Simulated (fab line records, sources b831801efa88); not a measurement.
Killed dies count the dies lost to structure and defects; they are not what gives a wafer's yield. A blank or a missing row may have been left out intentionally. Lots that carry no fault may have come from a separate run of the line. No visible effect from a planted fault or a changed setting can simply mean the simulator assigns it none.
fab line records / flow sky130 / part 2 of 2: steps 25 to 36 of 36
record lots=5 wafers=15 last_day=50
route steps=708 shown VIA2@519 METAL3@532 CAPM@537
lots untouched by any fault: they come from a run of this same line in which no faults occurred
start_h: start of the lot's first displayed wafer, in hours after the record's first day / wait_h: hours elapsed since this lot's preceding step / " unchanged from the row above / L1.1+2: one row covering several wafers at once / - no value present, or no start provided / * or withheld: withheld / < > ~ a bound
route shown NAME@n: a module of which the file shows steps, and the number in the route of the first / usual: mean and standard deviation over wafers with no fault / same: alike in all rows / chamber/n: place in a boat / sites: each site's reading / _std_site: how widely they spread, as a standard deviation / _edge_site: inner sites' mean taken away from outer sites' mean / radius_mm: how far each site lies from the wafer's centre / mask NAME#n: copy n / behind: the tool/chamber that last shaped the wafer / hold: reason for holding the lot/hours on hold/outcome of the hold / device: the n, p or np transistor that did not switch / end of line: the tests these same wafers got at the end of their route / a step given without rows: its recipe and nothing more / killed: dies that structure and defects cost at the first sort, which is not the same as the wafer's yield / map: shows each die of a wafer: x if killed, . if not, _ if none is there
set.NAME: setting as actually run; set.NAME@STEP: the setting as run at that earlier step / model.NAME: the simulator's own value behind a step, which no gauge read
a table for each step, a row for each wafer; lots at some steps of the route
services: the hour from which a tool's chamber was out of use, counted from the record's first day as start_h (under 0 if before that day), plus the number of hours and why
## steps
# step SKY_CAPM_HMDS_06
# recipe prime_time_s=60 prime_temp_c=120
lot.wafer=L080.3+4+5 tool=litho_track-04 chamber=0 start_h=911.58 wait_h=0.1
lot.wafer=L084.1+3+5 tool=litho_track-04 chamber=0 start_h=945.78 wait_h=0.1
lot.wafer=L085.1+4+6 tool=litho_track-04 chamber=0 start_h=948.13 wait_h=0.1
lot.wafer=L088.2+4+5 tool=litho_track-02 chamber=0 start_h=971.16 wait_h=0.1
lot.wafer=L095.1+3+6 tool=litho_track-01 chamber=0 start_h=1028.90 wait_h=0.1
# step SKY_CAPM_COAT_07
# recipe resist=NOVOLAK spin_rpm=3000 resist_thk_nm=1140
# usual dispense_pressure_kPa=46.6/1.2
lot.wafer=L080.3 tool=litho_track-04 chamber=0 start_h=911.73 wait_h=0.1 dispense_pressure_kPa=45.8
lot.wafer=L080.4 tool=litho_track-04 chamber=0 start_h=911.73 wait_h=0.1 dispense_pressure_kPa=45.9
lot.wafer=L080.5 tool=litho_track-04 chamber=0 start_h=911.73 wait_h=0.1 dispense_pressure_kPa=45.9
lot.wafer=L084.1 tool=litho_track-04 chamber=0 start_h=945.93 wait_h=0.1 dispense_pressure_kPa=45.9
lot.wafer=L084.3 tool=litho_track-04 chamber=0 start_h=945.93 wait_h=0.1 dispense_pressure_kPa=45.9
lot.wafer=L084.5 tool=litho_track-04 chamber=0 start_h=945.93 wait_h=0.1 dispense_pressure_kPa=45.9
lot.wafer=L085.1 tool=litho_track-04 chamber=0 start_h=948.28 wait_h=0.1 dispense_pressure_kPa=45.9
lot.wafer=L085.4 tool=litho_track-04 chamber=0 start_h=948.28 wait_h=0.1 dispense_pressure_kPa=45.9
lot.wafer=L085.6 tool=litho_track-04 chamber=0 start_h=948.28 wait_h=0.1 dispense_pressure_kPa=45.9
lot.wafer=L088.2 tool=litho_track-02 chamber=0 start_h=971.31 wait_h=0.1 dispense_pressure_kPa=48.6
lot.wafer=L088.4 tool=litho_track-02 chamber=0 start_h=971.31 wait_h=0.1 dispense_pressure_kPa=48.6
lot.wafer=L088.5 tool=litho_track-02 chamber=0 start_h=971.31 wait_h=0.1 dispense_pressure_kPa=48.6
lot.wafer=L095.1 tool=litho_track-01 chamber=0 start_h=1029.05 wait_h=0.1 dispense_pressure_kPa=45.9
lot.wafer=L095.3 tool=litho_track-01 chamber=0 start_h=1029.05 wait_h=0.1 dispense_pressure_kPa=45.8
lot.wafer=L095.6 tool=litho_track-01 chamber=0 start_h=1029.05 wait_h=0.1 dispense_pressure_kPa=45.9
# step SKY_CAPM_SOFTBAKE_08
# recipe temp_c=90 time_s=60 resist=NOVOLAK
lot.wafer=L080.3+4+5 tool=litho_track-04 chamber=0 start_h=911.88 wait_h=0.1
lot.wafer=L084.1+3+5 tool=litho_track-04 chamber=0 start_h=946.08 wait_h=0.1
lot.wafer=L085.1+4+6 tool=litho_track-04 chamber=0 start_h=948.43 wait_h=0.1
lot.wafer=L088.2+4+5 tool=litho_track-02 chamber=0 start_h=971.46 wait_h=0.1
lot.wafer=L095.1+3+6 tool=litho_track-01 chamber=0 start_h=1029.20 wait_h=0.1
# step SKY_CAPM_EXPOSE_09
# recipe mask_id=CAPM na=0.6 source_shape=conventional sigma_outer=0.6 polarization=unpolarized target_cd_nm=1000 dose_mj=159
lot.wafer=L080.3+4+5 tool=iline_stepper-01 chamber=0 start_h=- wait_h=- mask=CAPM#0
lot.wafer=L084.1+3+5 tool=iline_stepper-01 chamber=0 start_h=- wait_h=- mask=CAPM#0
lot.wafer=L085.1+4+6 tool=iline_stepper-01 chamber=0 start_h=- wait_h=- mask=CAPM#0
lot.wafer=L088.2+4+5 tool=iline_stepper-01 chamber=0 start_h=- wait_h=- mask=CAPM#0
lot.wafer=L095.1+3+6 tool=iline_stepper-01 chamber=0 start_h=- wait_h=- mask=CAPM#0
# step SKY_CAPM_PEB_10
# recipe temp_c=withheld time_s=* resist=NOVOLAK
lot.wafer=L080.3+4+5 tool=litho_track-02 chamber=0 start_h=- wait_h=-
lot.wafer=L084.1+3+5 tool=litho_track-01 chamber=0 start_h=- wait_h=-
lot.wafer=L085.1+4+6 tool=litho_track-02 chamber=0 start_h=- wait_h=-
lot.wafer=L088.2+4+5 tool=litho_track-02 chamber=0 start_h=- wait_h=-
lot.wafer=L095.1+3+6 tool=litho_track-04 chamber=0 start_h=- wait_h=-
# step SKY_CAPM_DEVELOP_11
# recipe resist=NOVOLAK developer=TMAH develop_time_s=60 dev_temp_c=23
lot.wafer=L080.3+4+5 tool=litho_track-02 chamber=0 start_h=923.69 wait_h=0.1
lot.wafer=L084.1+3+5 tool=litho_track-01 chamber=0 start_h=958.20 wait_h=0.1
lot.wafer=L085.1+4+6 tool=litho_track-02 chamber=0 start_h=960.39 wait_h=0.1
lot.wafer=L088.2+4+5 tool=litho_track-02 chamber=0 start_h=983.81 wait_h=0.1
lot.wafer=L095.1+3+6 tool=litho_track-04 chamber=0 start_h=1041.58 wait_h=0.1
# step SKY_CAPM_OVL_MEAS_12
# usual CAPM_OVL=-0.7/1.4
lot.wafer=L080.3 tool=overlay-02 chamber=- start_h=923.80 wait_h=0.1 CAPM_OVL[nm]=-0.9
lot.wafer=L080.4 tool=overlay-02 chamber=- start_h=923.80 wait_h=0.1 CAPM_OVL[nm]=-3.0
lot.wafer=L080.5 tool=overlay-02 chamber=- start_h=923.80 wait_h=0.1 CAPM_OVL[nm]=-0.5
lot.wafer=L084.1 tool=overlay-01 chamber=- start_h=958.35 wait_h=0.1 CAPM_OVL[nm]=0.4
lot.wafer=L084.3 tool=overlay-01 chamber=- start_h=958.35 wait_h=0.1 CAPM_OVL[nm]=-0.8
lot.wafer=L084.5 tool=overlay-01 chamber=- start_h=958.35 wait_h=0.1 CAPM_OVL[nm]=1.5
lot.wafer=L085.1 tool=overlay-02 chamber=- start_h=960.54 wait_h=0.1 CAPM_OVL[nm]=-0.1
lot.wafer=L085.4 tool=overlay-02 chamber=- start_h=960.54 wait_h=0.1 CAPM_OVL[nm]=-1.2
lot.wafer=L085.6 tool=overlay-02 chamber=- start_h=960.54 wait_h=0.1 CAPM_OVL[nm]=-0.9
lot.wafer=L088.2 tool=overlay-02 chamber=- start_h=983.94 wait_h=0.1 CAPM_OVL[nm]=-0.6
lot.wafer=L088.4 tool=overlay-02 chamber=- start_h=983.94 wait_h=0.1 CAPM_OVL[nm]=0.1
lot.wafer=L088.5 tool=overlay-02 chamber=- start_h=983.94 wait_h=0.1 CAPM_OVL[nm]=0.7
lot.wafer=L095.1 tool=overlay-02 chamber=- start_h=1041.73 wait_h=0.1 CAPM_OVL[nm]=0.4
lot.wafer=L095.3 tool=overlay-02 chamber=- start_h=1041.73 wait_h=0.1 CAPM_OVL[nm]=2.2
lot.wafer=L095.6 tool=overlay-02 chamber=- start_h=1041.73 wait_h=0.1 CAPM_OVL[nm]=-2.6
# step SKY_CAPM_METAL_ETCH_13
# recipe target_depth_nm=220 stop_on=SiO2 chemistry=Cl2/BCl3 target=TiN pressure_mtorr=10 icp_w=900 bias_w=48.5 Cl2_flow_sccm=60 bcl3_flow_sccm=30 time_s=62.9
# usual drypump_motor_current_A=5.5/0.49 he_backside_leak_sccm=3.21/0.19 oes_product_au=0.942/0.0084 throttle_valve_pct=21.901/0.0099
lot.wafer=L080.3 tool=rie_metal-02 chamber=1 start_h=923.85 wait_h=0.0 drypump_motor_current_A=4.9 he_backside_leak_sccm=3.18 oes_product_au=0.943 rf_hours_counter_h=- throttle_valve_pct=21.908
lot.wafer=L080.4 tool=rie_metal-02 chamber=0 start_h=923.85 wait_h=0.0 drypump_motor_current_A=5.1 he_backside_leak_sccm=3.09 oes_product_au=0.950 rf_hours_counter_h=- throttle_valve_pct=21.894
lot.wafer=L080.5 tool=rie_metal-02 chamber=0 start_h=923.85 wait_h=0.0 drypump_motor_current_A=5.1 he_backside_leak_sccm=3.17 oes_product_au=0.946 rf_hours_counter_h=- throttle_valve_pct=21.897
lot.wafer=L084.1 tool=rie_metal-01 chamber=0 start_h=958.39 wait_h=0.0 drypump_motor_current_A=6.3 he_backside_leak_sccm=3.05 oes_product_au=0.940 rf_hours_counter_h=3 throttle_valve_pct=21.901
lot.wafer=L084.3 tool=rie_metal-01 chamber=0 start_h=958.39 wait_h=0.0 drypump_motor_current_A=6.2 he_backside_leak_sccm=3.07 oes_product_au=0.952 rf_hours_counter_h=- throttle_valve_pct=21.909
lot.wafer=L084.5 tool=rie_metal-01 chamber=1 start_h=958.39 wait_h=0.0 drypump_motor_current_A=5.2 he_backside_leak_sccm=3.59 oes_product_au=0.945 rf_hours_counter_h=- throttle_valve_pct=21.898
lot.wafer=L085.1 tool=rie_metal-03 chamber=1 start_h=960.57 wait_h=0.0 drypump_motor_current_A=6.1 he_backside_leak_sccm=3.43 oes_product_au=0.927 rf_hours_counter_h=11 throttle_valve_pct=21.902
lot.wafer=L085.4 tool=rie_metal-03 chamber=0 start_h=960.57 wait_h=0.0 drypump_motor_current_A=5.4 he_backside_leak_sccm=3.40 oes_product_au=0.948 rf_hours_counter_h=- throttle_valve_pct=21.902
lot.wafer=L085.6 tool=rie_metal-03 chamber=0 start_h=960.57 wait_h=0.0 drypump_motor_current_A=5.4 he_backside_leak_sccm=3.36 oes_product_au=0.927 rf_hours_counter_h=- throttle_valve_pct=21.916
lot.wafer=L088.2 tool=rie_metal-03 chamber=1 start_h=983.97 wait_h=0.0 drypump_motor_current_A=6.1 he_backside_leak_sccm=3.42 oes_product_au=0.931 rf_hours_counter_h=12 throttle_valve_pct=21.920
lot.wafer=L088.4 tool=rie_metal-03 chamber=1 start_h=983.97 wait_h=0.0 drypump_motor_current_A=6.1 he_backside_leak_sccm=3.37 oes_product_au=0.941 rf_hours_counter_h=- throttle_valve_pct=21.900
lot.wafer=L088.5 tool=rie_metal-03 chamber=0 start_h=983.97 wait_h=0.0 drypump_motor_current_A=5.4 he_backside_leak_sccm=3.27 oes_product_au=0.941 rf_hours_counter_h=- throttle_valve_pct=21.910
lot.wafer=L095.1 tool=rie_metal-03 chamber=0 start_h=1041.76 wait_h=0.0 drypump_motor_current_A=5.4 he_backside_leak_sccm=3.09 oes_product_au=0.953 rf_hours_counter_h=14 throttle_valve_pct=21.891
lot.wafer=L095.3 tool=rie_metal-03 chamber=0 start_h=1041.76 wait_h=0.0 drypump_motor_current_A=5.4 he_backside_leak_sccm=3.09 oes_product_au=0.937 rf_hours_counter_h=- throttle_valve_pct=21.892
lot.wafer=L095.6 tool=rie_metal-03 chamber=1 start_h=1041.76 wait_h=0.0 drypump_motor_current_A=6.1 he_backside_leak_sccm=3.60 oes_product_au=0.939 rf_hours_counter_h=- throttle_valve_pct=21.906
# step SKY_CAPM_STRIP_14
# recipe chemistry=O2/N2 power_w=1400 pressure_mtorr=1500 platen_temp_c=withheld o2_flow_sccm=3000 n2_flow_sccm=300 overash_fraction=0.5
# usual drypump_motor_current_A=5.8/0.49 oes_product_au=0.710/0.0041 strip_time_to_endpoint_s=12.64/0.051
lot.wafer=L080.3 tool=plasma_asher-02 chamber=1 start_h=923.93 wait_h=0.1 drypump_motor_current_A=6.2 oes_product_au=0.714 rf_hours_counter_h=- strip_time_to_endpoint_s=12.64
lot.wafer=L080.4 tool=plasma_asher-02 chamber=0 start_h=923.93 wait_h=0.1 drypump_motor_current_A=4.9 oes_product_au=0.711 rf_hours_counter_h=- strip_time_to_endpoint_s=12.59
lot.wafer=L080.5 tool=plasma_asher-02 chamber=0 start_h=923.93 wait_h=0.1 drypump_motor_current_A=4.9 oes_product_au=0.708 rf_hours_counter_h=- strip_time_to_endpoint_s=12.66
lot.wafer=L084.1 tool=plasma_asher-04 chamber=1 start_h=958.46 wait_h=0.1 drypump_motor_current_A=5.5 oes_product_au=0.703 rf_hours_counter_h=83 strip_time_to_endpoint_s=12.69
lot.wafer=L084.3 tool=plasma_asher-04 chamber=0 start_h=958.46 wait_h=0.1 drypump_motor_current_A=6.6 oes_product_au=0.707 rf_hours_counter_h=- strip_time_to_endpoint_s=12.67
lot.wafer=L084.5 tool=plasma_asher-04 chamber=0 start_h=958.46 wait_h=0.1 drypump_motor_current_A=6.6 oes_product_au=0.711 rf_hours_counter_h=- strip_time_to_endpoint_s=12.65
lot.wafer=L085.1 tool=plasma_asher-02 chamber=1 start_h=960.65 wait_h=0.1 drypump_motor_current_A=6.2 oes_product_au=0.709 rf_hours_counter_h=115 strip_time_to_endpoint_s=12.61
lot.wafer=L085.4 tool=plasma_asher-02 chamber=1 start_h=960.65 wait_h=0.1 drypump_motor_current_A=6.2 oes_product_au=0.704 rf_hours_counter_h=- strip_time_to_endpoint_s=12.60
lot.wafer=L085.6 tool=plasma_asher-02 chamber=0 start_h=960.65 wait_h=0.1 drypump_motor_current_A=4.9 oes_product_au=0.703 rf_hours_counter_h=- strip_time_to_endpoint_s=12.60
lot.wafer=L088.2 tool=plasma_asher-04 chamber=0 start_h=984.05 wait_h=0.1 drypump_motor_current_A=6.6 oes_product_au=0.708 rf_hours_counter_h=86 strip_time_to_endpoint_s=12.61
lot.wafer=L088.4 tool=plasma_asher-04 chamber=1 start_h=984.05 wait_h=0.1 drypump_motor_current_A=5.5 oes_product_au=0.706 rf_hours_counter_h=- strip_time_to_endpoint_s=12.64
lot.wafer=L088.5 tool=plasma_asher-04 chamber=0 start_h=984.05 wait_h=0.1 drypump_motor_current_A=6.6 oes_product_au=0.707 rf_hours_counter_h=- strip_time_to_endpoint_s=12.60
lot.wafer=L095.1 tool=plasma_asher-01 chamber=1 start_h=1041.84 wait_h=0.1 drypump_motor_current_A=5.7 oes_product_au=0.711 rf_hours_counter_h=61 strip_time_to_endpoint_s=12.67
lot.wafer=L095.3 tool=plasma_asher-01 chamber=0 start_h=1041.84 wait_h=0.1 drypump_motor_current_A=6.1 oes_product_au=0.706 rf_hours_counter_h=- strip_time_to_endpoint_s=12.64
lot.wafer=L095.6 tool=plasma_asher-01 chamber=1 start_h=1041.84 wait_h=0.1 drypump_motor_current_A=5.7 oes_product_au=0.714 rf_hours_counter_h=- strip_time_to_endpoint_s=12.68
# step SKY_CAPM_STRIP_15
# recipe chemistry=post_etch_residue_remover time_s=1200 temp_c=72.5
lot.wafer=L080.3+4+5 tool=wet_bench-02 chamber=0 start_h=924.00 wait_h=0.0
lot.wafer=L084.1+3+5 tool=wet_bench-04 chamber=1 start_h=958.56 wait_h=0.1
lot.wafer=L085.1+4+6 tool=wet_bench-04 chamber=1 start_h=960.75 wait_h=0.1
lot.wafer=L088.2+4+5 tool=wet_bench-02 chamber=1 start_h=984.15 wait_h=0.1
lot.wafer=L095.1+3+6 tool=wet_bench-04 chamber=2 start_h=1041.94 wait_h=0.1
# step SKY_CAPM_CLEAN_16
# recipe chemistry=IPA time_s=180 temp_c=25
lot.wafer=L080.3+4+5 tool=wet_bench-04 chamber=1 start_h=924.34 wait_h=0.0
lot.wafer=L084.1+3+5 tool=wet_bench-02 chamber=3 start_h=958.91 wait_h=0.0
lot.wafer=L085.1+4+6 tool=wet_bench-01 chamber=2 start_h=961.09 wait_h=0.0
lot.wafer=L088.2+4+5 tool=wet_bench-01 chamber=3 start_h=984.49 wait_h=0.0
lot.wafer=L095.1+3+6 tool=wet_bench-04 chamber=0 start_h=1042.28 wait_h=0.0
# step SKY_CAPM_CLEAN_17
# recipe chemistry=O3/DIW dry=n2_spin
lot.wafer=L080.3+4+5 tool=wet_bench-01 chamber=0 start_h=924.40 wait_h=0.0
lot.wafer=L084.1+3+5 tool=wet_bench-01 chamber=3 start_h=958.96 wait_h=0.0
lot.wafer=L085.1+4+6 tool=wet_bench-02 chamber=1 start_h=961.15 wait_h=0.0
lot.wafer=L088.2+4+5 tool=wet_bench-04 chamber=3 start_h=984.55 wait_h=0.0
lot.wafer=L095.1+3+6 tool=wet_bench-01 chamber=0 start_h=1042.34 wait_h=0.0
## services
tool=pecvd-03 chamber=0 start_h=880.52 hours=4.1 kind=repair
tool=cvd_w-02 chamber=- start_h=884.82 hours=0.6 kind=repair
tool=plasma_asher-01 chamber=- start_h=885.40 hours=2.9 kind=repair
tool=cvd_w-02 chamber=0 start_h=899.02 hours=9.0 kind=repair
tool=plasma_asher-04 chamber=- start_h=905.75 hours=9.4 kind=repair
tool=iline_stepper-01 chamber=- start_h=907.41 hours=4.4 kind=pm
tool=cmp-01 chamber=- start_h=920.50 hours=2.2 kind=repair
tool=wet_bench-02 chamber=- start_h=928.81 hours=7.6 kind=repair
tool=rie_diel-01 chamber=0 start_h=933.72 hours=4.5 kind=repair
tool=wet_bench-02 chamber=- start_h=936.41 hours=4.4 kind=pm
tool=rie_diel-04 chamber=0 start_h=940.85 hours=2.2 kind=repair
tool=pvd_sputter-03 chamber=- start_h=947.15 hours=2.1 kind=repair
tool=pvd_sputter-04 chamber=- start_h=949.69 hours=1.8 kind=repair
tool=iline_stepper-01 chamber=- start_h=950.75 hours=3.3 kind=repair
tool=cmp-01 chamber=- start_h=961.57 hours=3.9 kind=pm
tool=rie_diel-04 chamber=- start_h=963.37 hours=0.9 kind=repair
tool=cmp-01 chamber=- start_h=974.83 hours=1.9 kind=repair
tool=wet_bench-01 chamber=- start_h=985.37 hours=1.9 kind=pm
tool=pvd_sputter-02 chamber=- start_h=1007.90 hours=8.5 kind=repair
tool=cmp-01 chamber=- start_h=1011.31 hours=9.1 kind=pm
tool=rie_diel-04 chamber=- start_h=1024.53 hours=0.5 kind=repair
tool=cvd_w-02 chamber=- start_h=1028.75 hours=0.6 kind=repair
tool=cvd_w-02 chamber=0 start_h=1029.67 hours=2.9 kind=repair
tool=cvd_w-02 chamber=- start_h=1039.35 hours=2.8 kind=pm
